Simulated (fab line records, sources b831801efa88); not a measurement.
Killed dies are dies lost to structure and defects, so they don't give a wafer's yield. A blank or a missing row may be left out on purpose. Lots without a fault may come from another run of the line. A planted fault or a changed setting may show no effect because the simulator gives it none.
Which tool did it? | flow gf180mcu | 13 lots, 39 wafers sampled, at 3 steps of a route of 602

WHAT THE GAUGES READ, wafer by wafer
GF_STI_THK_MEAS_04.
lot  | measured    | on            | STI_CVD_03_THK (nm)
L677 | day 1 15:43 | film_metro-01 | 208.9 209.4 209.1
L679 | day 2 01:11 | film_metro-04 | 208.6 209.8 210.3
L680 | day 2 05:34 | film_metro-01 | 207.7 207.0 209.3
L682 | day 2 14:34 | film_metro-04 | 206.1 207.7 207.5
L683 | day 2 20:38 | film_metro-03 | 206.5 205.3 205.7
L685 | day 3 05:43 | film_metro-04 | 207.7 205.9 205.7
L687 | day 3 15:51 | film_metro-01 | 207.0 206.3 207.9
L691 | day 4 13:07 | film_metro-04 | 206.6 207.9 208.3
L692 | day 4 16:49 | film_metro-03 | 205.7 207.0 207.5
L696 | day 5 12:34 | film_metro-03 | 207.7 208.0 210.2
L698 | day 5 22:34 | film_metro-01 | 205.5 207.7 207.1
L699 | day 6 03:35 | film_metro-03 | 209.2 209.9 207.7
L700 | day 6 09:20 | film_metro-01 | 209.1 209.4 210.2

GF_SALICIDE_THK_MEAS_05: measures by xrf.
lot  | measured     | on            | SALICIDE_TIN_THK (nm)
L677 | day 15 06:00 | film_metro-03 | 19.77 19.72 20.13
L679 | day 16 02:08 | film_metro-02 | 19.56 19.50 19.61
L680 | day 16 09:34 | film_metro-02 | 19.38 20.12 20.03
L682 | day 16 21:01 | film_metro-03 | 19.64 19.40 19.48
L683 | day 17 07:07 | film_metro-04 | 19.46 19.75 19.75
L685 | day 18 04:28 | film_metro-03 | 19.99 19.99 19.85
L687 | day 18 18:41 | film_metro-03 | 20.09 20.01 19.92
L691 | day 20 03:23 | film_metro-04 | 19.79 19.98 19.60
L692 | day 20 09:02 | film_metro-02 | 19.95 20.04 19.70
L696 | day 21 18:27 | film_metro-04 | 19.53 19.68 19.81
L698 | day 22 13:54 | film_metro-04 | 19.76 19.88 20.16
L699 | day 22 20:12 | film_metro-04 | 19.66 19.56 19.55
L700 | day 23 09:20 | film_metro-02 | 19.67 20.02 19.91

WHICH TOOL RAN EACH LOT (tool, then ch and the chambers of the sampled wafers, then the start)
lot  | GF_HV_LDD_CLEAN_51
L677 | wet_bench-03 ch 0, day 12 12:24
L679 | wet_bench-01 ch 1, day 13 05:16
L680 | wet_bench-04 ch 0, day 13 12:44
L682 | wet_bench-04 ch 2, day 13 23:51
L683 | wet_bench-04 ch 3, day 14 09:32
L685 | wet_bench-01 ch 1, day 15 05:44
L687 | wet_bench-04 ch 0, day 15 17:56
L691 | wet_bench-03 ch 0, day 17 00:11
L692 | wet_bench-04 ch 1, day 17 04:22
L696 | wet_bench-04 ch 2, day 18 13:23
L698 | wet_bench-01 ch 1, day 19 10:07
L699 | wet_bench-03 ch 3, day 19 15:44
L700 | wet_bench-03 ch 2, day 20 05:01
- GF_HV_LDD_CLEAN_51: cleans in SC1/SC2, time 150 s.

WHAT THE TOOLS THEMSELVES READ (means of the sampled wafers that have a number; where no wafer has one, the mark that the record gives instead)
GF_HV_LDD_CLEAN_51.
lot  | tool         | run_length_s (s) | temp_c (C)
L677 | wet_bench-03 | 185              | 70.16
L679 | wet_bench-01 | 175              | 69.90
L680 | wet_bench-04 | 183              | 70.10
L682 | wet_bench-04 | 176              | 70.05
L683 | wet_bench-04 | 183              | 69.99
L685 | wet_bench-01 | 175              | 70.03
L687 | wet_bench-04 | 176              | 70.04
L691 | wet_bench-03 | 177              | 69.98
L692 | wet_bench-04 | 175              | 69.77
L696 | wet_bench-04 | 160              | 69.81
L698 | wet_bench-01 | 184              | 69.88
L699 | wet_bench-03 | 184              | 69.95
L700 | wet_bench-03 | 176              | 69.90

THE ANSWER, worked out from the rows above alone
Rule: what is usual is taken from the lots themselves. Put in order of their means at a reading, lots are off if they are a third of the lots or fewer, leave a main group of 4 or more, and stand apart from it by a gap of 3 or more times the standard deviation of the main group's means; of several such gaps the widest counts. A main group whose means are all the same, to the digits that the tables above print for the reading, isn't used. A lot without any number at a reading at which 4 lots or more have one is off too. The other lots that the step has rows for count as sound. The gauges are gone through in route order, then the tools' own readings, and for those a lot's mean is taken as printed above. The first step at which some lot is off is used, and at that step the reading that is off furthest; a lot without a number counts as furthest.
Off: L696, at GF_HV_LDD_CLEAN_51 (run_length_s). The main group: mean 179 s, standard deviation 4.1.
A tool fits if, at that step or a process step before it, it ran every lot that is off, and no sound lot after the first of them. One fits: wet_bench-04 at GF_HV_LDD_CLEAN_51. Its last sound lot is L692 (day 17 04:22), its first lot that is off L696 (day 18 13:23): a fault that began between those two fits.

WHAT THE SIMULATOR HAD PUT IN
Process parameter drift: wet_bench-04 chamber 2, from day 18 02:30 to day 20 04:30, at GF_HV_LDD_CLEAN_51. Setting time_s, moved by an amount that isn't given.
Lots struck among those shown: L696. The rule above found the same.
